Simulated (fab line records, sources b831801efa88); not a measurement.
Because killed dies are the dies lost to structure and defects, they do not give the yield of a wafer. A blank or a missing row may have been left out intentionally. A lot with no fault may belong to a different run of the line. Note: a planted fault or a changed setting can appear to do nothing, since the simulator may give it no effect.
Split-lot study || flow sfqLine || on a route of 325 steps: 5 lots, 23 wafers read

ON THE SPLIT
At SFQ_TRILAYER_I4_VIA_LITHO_COAT_103 (resist thk 650 nm), the setting spinRpm was moved away from the recipe's 3000 rpm on 6 of the 23 wafers read, by -2.6% to +4.8%. For the rest of the wafers, this setting stayed at what the recipe calls for.

FROM THE SPLIT TO THE READING: what the file shows between them, 3 steps
- SFQ_TRILAYER_I4_VIA_LITHO_SOFTBAKE_107
- SFQ_TRILAYER_I4_VIA_LITHO_EXPOSE_104: exposes mask I4, target cd 700 nm
- SFQ_TRILAYER_I4_VIA_LITHO_DEVELOP_105: time 60 s

THE READING
KrF_of_TRILAYER_I4_VIA_LITHO_COAT_103.thkNm (the simulator's own value, which no gauge read), in nm, at SFQ_TRILAYER_I4_VIA_BARC_OPEN_VIA_ETCH_146 (etches BARC in O2, target depth 125 nm, time 41.7 s). The file does not state a usual value for it. Across the 17 wafers here that went through the recipe, the average is 574.4 nm and the standard deviation 3.4 nm.

{"wafer": "L079.2", "tool, chamber at the split": "lithoTrack-01, 0", "spinRpm as run, rpm": 3000, "against the recipe": "recipe", "KrF_of_TRILAYER_I4_VIA_LITHO_COAT_103.thkNm, nm": 579, "against lot-mates on the recipe": "-"}
{"wafer": "L079.6", "tool, chamber at the split": "lithoTrack-01, 0", "spinRpm as run, rpm": 3000, "against the recipe": "recipe", "KrF_of_TRILAYER_I4_VIA_LITHO_COAT_103.thkNm, nm": 579, "against lot-mates on the recipe": "-"}
{"wafer": "L079.3", "tool, chamber at the split": "lithoTrack-01, 0", "spinRpm as run, rpm": 3000, "against the recipe": "recipe", "KrF_of_TRILAYER_I4_VIA_LITHO_COAT_103.thkNm, nm": 578.9, "against lot-mates on the recipe": "-"}
{"wafer": "L079.4", "tool, chamber at the split": "lithoTrack-01, 0", "spinRpm as run, rpm": 3000, "against the recipe": "recipe", "KrF_of_TRILAYER_I4_VIA_LITHO_COAT_103.thkNm, nm": 580.4, "against lot-mates on the recipe": "-"}
{"wafer": "L079.5", "tool, chamber at the split": "lithoTrack-01, 0", "spinRpm as run, rpm": 3000, "against the recipe": "recipe", "KrF_of_TRILAYER_I4_VIA_LITHO_COAT_103.thkNm, nm": 578.3, "against lot-mates on the recipe": "-"}
{"wafer": "L081.3", "tool, chamber at the split": "lithoTrack-04, 0", "spinRpm as run, rpm": 3000, "against the recipe": "recipe", "KrF_of_TRILAYER_I4_VIA_LITHO_COAT_103.thkNm, nm": 570.1, "against lot-mates on the recipe": "-"}
{"wafer": "L081.5", "tool, chamber at the split": "lithoTrack-04, 0", "spinRpm as run, rpm": 3000, "against the recipe": "recipe", "KrF_of_TRILAYER_I4_VIA_LITHO_COAT_103.thkNm, nm": 573, "against lot-mates on the recipe": "-"}
{"wafer": "L081.6", "tool, chamber at the split": "lithoTrack-04, 0", "spinRpm as run, rpm": 3000, "against the recipe": "recipe", "KrF_of_TRILAYER_I4_VIA_LITHO_COAT_103.thkNm, nm": 574.6, "against lot-mates on the recipe": "-"}
{"wafer": "L083.1", "tool, chamber at the split": "lithoTrack-03, 0", "spinRpm as run, rpm": 3145, "against the recipe": "+4.8%", "KrF_of_TRILAYER_I4_VIA_LITHO_COAT_103.thkNm, nm": 558.2, "against lot-mates on the recipe": -16.4}
{"wafer": "L083.2", "tool, chamber at the split": "lithoTrack-03, 0", "spinRpm as run, rpm": 3000, "against the recipe": "recipe", "KrF_of_TRILAYER_I4_VIA_LITHO_COAT_103.thkNm, nm": 574.4, "against lot-mates on the recipe": "-"}
{"wafer": "L083.4", "tool, chamber at the split": "lithoTrack-03, 0", "spinRpm as run, rpm": 3145, "against the recipe": "+4.8%", "KrF_of_TRILAYER_I4_VIA_LITHO_COAT_103.thkNm, nm": 558.8, "against lot-mates on the recipe": -15.8}
{"wafer": "L083.5", "tool, chamber at the split": "lithoTrack-03, 0", "spinRpm as run, rpm": 3000, "against the recipe": "recipe", "KrF_of_TRILAYER_I4_VIA_LITHO_COAT_103.thkNm, nm": 574.8, "against lot-mates on the recipe": "-"}
{"wafer": "L083.6", "tool, chamber at the split": "lithoTrack-03, 0", "spinRpm as run, rpm": 3145, "against the recipe": "+4.8%", "KrF_of_TRILAYER_I4_VIA_LITHO_COAT_103.thkNm, nm": 561.5, "against lot-mates on the recipe": -13.1}
{"wafer": "L084.1", "tool, chamber at the split": "lithoTrack-01, 0", "spinRpm as run, rpm": 3000, "against the recipe": "recipe", "KrF_of_TRILAYER_I4_VIA_LITHO_COAT_103.thkNm, nm": 571.1, "against lot-mates on the recipe": "-"}
{"wafer": "L084.2", "tool, chamber at the split": "lithoTrack-01, 0", "spinRpm as run, rpm": 3000, "against the recipe": "recipe", "KrF_of_TRILAYER_I4_VIA_LITHO_COAT_103.thkNm, nm": 573.2, "against lot-mates on the recipe": "-"}
{"wafer": "L084.3", "tool, chamber at the split": "lithoTrack-01, 0", "spinRpm as run, rpm": 3000, "against the recipe": "recipe", "KrF_of_TRILAYER_I4_VIA_LITHO_COAT_103.thkNm, nm": 569.2, "against lot-mates on the recipe": "-"}
{"wafer": "L084.4", "tool, chamber at the split": "lithoTrack-01, 0", "spinRpm as run, rpm": 3000, "against the recipe": "recipe", "KrF_of_TRILAYER_I4_VIA_LITHO_COAT_103.thkNm, nm": 571.9, "against lot-mates on the recipe": "-"}
{"wafer": "L084.6", "tool, chamber at the split": "lithoTrack-01, 0", "spinRpm as run, rpm": 3000, "against the recipe": "recipe", "KrF_of_TRILAYER_I4_VIA_LITHO_COAT_103.thkNm, nm": 571.4, "against lot-mates on the recipe": "-"}
{"wafer": "L085.1", "tool, chamber at the split": "lithoTrack-01, 0", "spinRpm as run, rpm": 3000, "against the recipe": "recipe", "KrF_of_TRILAYER_I4_VIA_LITHO_COAT_103.thkNm, nm": 573, "against lot-mates on the recipe": "-"}
{"wafer": "L085.2", "tool, chamber at the split": "lithoTrack-01, 0", "spinRpm as run, rpm": 2923, "against the recipe": "-2.6%", "KrF_of_TRILAYER_I4_VIA_LITHO_COAT_103.thkNm, nm": 581, "against lot-mates on the recipe": "+8.2"}
{"wafer": "L085.3", "tool, chamber at the split": "lithoTrack-01, 0", "spinRpm as run, rpm": 2923, "against the recipe": "-2.6%", "KrF_of_TRILAYER_I4_VIA_LITHO_COAT_103.thkNm, nm": 581.2, "against lot-mates on the recipe": "+8.5"}
{"wafer": "L085.4", "tool, chamber at the split": "lithoTrack-01, 0", "spinRpm as run, rpm": 2923, "against the recipe": "-2.6%", "KrF_of_TRILAYER_I4_VIA_LITHO_COAT_103.thkNm, nm": 580.5, "against lot-mates on the recipe": "+7.8"}
{"wafer": "L085.5", "tool, chamber at the split": "lithoTrack-01, 0", "spinRpm as run, rpm": 3000, "against the recipe": "recipe", "KrF_of_TRILAYER_I4_VIA_LITHO_COAT_103.thkNm, nm": 572.5, "against lot-mates on the recipe": "-"}

FIT RESULTS
A straight line over all 23 wafers: KrF_of_TRILAYER_I4_VIA_LITHO_COAT_103.thkNm changes by -2.94 nm for each +1% of spinRpm; r = -0.89; the points scatter about the line by 3.1 nm.
The same after taking each lot's own level away (the mean of its wafers on the recipe; 23 wafers): -3.14 nm for each +1%; r = -0.98; scatter 1.2 nm.
According to that fit, moving spinRpm by its largest amount changes the reading by 15 nm.
The span of the lots' own levels, 571.36 to 579.12 nm, comes to 2.3 times the standard deviation stated above.
Consequently the slope shifts little with the lot-to-lot level, the two slopes agreeing.
Check: for one of the wafers moved furthest among these (+4.8%), held out of the fit, the line's prediction against its lot-mates is -14.7 nm. It came out at -16.4 nm against them.

OTHER SPLITS APPLIED TO THESE WAFERS
Note: prior to the reading, these wafers also went through further splits. Each is held against what the fit with the lots' levels taken away leaves over:
{"other split on the same wafers": "SFQ_TRILAYER_I1_VIA_LITHO_COAT_049 resistThkNm", "wafers away from the commonest value": 11, "r with KrF_of_TRILAYER_I4_VIA_LITHO_COAT_103.thkNm (lot level and that fit taken away)": "+0.03"}
{"other split on the same wafers": "SFQ_TRILAYER_M2_LITHO_COAT_062 spinRpm", "wafers away from the commonest value": 5, "r with KrF_of_TRILAYER_I4_VIA_LITHO_COAT_103.thkNm (lot level and that fit taken away)": "+0.09"}
{"other split on the same wafers": "SFQ_TRILAYER_M2_BARC_OPEN_METAL_ETCH_077 timeS", "wafers away from the commonest value": 9, "r with KrF_of_TRILAYER_I4_VIA_LITHO_COAT_103.thkNm (lot level and that fit taken away)": "+0.18"}
{"other split on the same wafers": "SFQ_TRILAYER_I2_VIA_LITHO_COAT_067 resistThkNm", "wafers away from the commonest value": 5, "r with KrF_of_TRILAYER_I4_VIA_LITHO_COAT_103.thkNm (lot level and that fit taken away)": "+0.06"}
{"other split on the same wafers": "SFQ_TRILAYER_I2_VIA_ETCH_VIA_ETCH_070 sourceW", "wafers away from the commonest value": 5, "r with KrF_of_TRILAYER_I4_VIA_LITHO_COAT_103.thkNm (lot level and that fit taken away)": -0.06}
{"other split on the same wafers": "SFQ_TRILAYER_I3_CMP_CMP_082 leaveAboveRefNm", "wafers away from the commonest value": 11, "r with KrF_of_TRILAYER_I4_VIA_LITHO_COAT_103.thkNm (lot level and that fit taken away)": -0.06}
{"other split on the same wafers": "SFQ_TRILAYER_I3_VIA_LITHO_EXPOSE_086 doseMj", "wafers away from the commonest value": 7, "r with KrF_of_TRILAYER_I4_VIA_LITHO_COAT_103.thkNm (lot level and that fit taken away)": "+0.02"}
{"other split on the same wafers": "SFQ_TRILAYER_I3_VIA_BARC_OPEN_VIA_ETCH_121 pressureMtorr", "wafers away from the commonest value": 18, "r with KrF_of_TRILAYER_I4_VIA_LITHO_COAT_103.thkNm (lot level and that fit taken away)": "+0.00"}
{"other split on the same wafers": "SFQ_TRILAYER_M4_LITHO_COAT_098 spinRpm", "wafers away from the commonest value": 10, "r with KrF_of_TRILAYER_I4_VIA_LITHO_COAT_103.thkNm (lot level and that fit taken away)": -0.17}
{"other split on the same wafers": "SFQ_TRILAYER_M4_BARC_OPEN_METAL_ETCH_123 icpW", "wafers away from the commonest value": 9, "r with KrF_of_TRILAYER_I4_VIA_LITHO_COAT_103.thkNm (lot level and that fit taken away)": -0.23}

THE WHOLE CHAIN: every reading that the file lists as answering this split, in the file's order
{"step": "SFQ_TRILAYER_I4_VIA_LITHO_COAT_103", "what it does": "resist thk 650 nm", "reading": "KrF_of_TRILAYER_I4_VIA_LITHO_COAT_103.thkNm (the simulator's own value, which no gauge read)", "change (the file's fit)": "-3.19 nm for each +1% of the setting", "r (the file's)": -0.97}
{"step": "SFQ_TRILAYER_I4_VIA_BARC_OPEN_VIA_ETCH_146", "what it does": "etches BARC in O2, target depth 125 nm, time 41.7 s", "reading": "KrF_of_TRILAYER_I4_VIA_LITHO_COAT_103.thkNm (the simulator's own value, which no gauge read)", "change (the file's fit)": "-3.14 nm for each +1% of the setting", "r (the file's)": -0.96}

FILE'S OWN FIT
KrF_of_TRILAYER_I4_VIA_LITHO_COAT_103.thkNm changes by -3.14 nm for each +1% of spinRpm, r = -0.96.
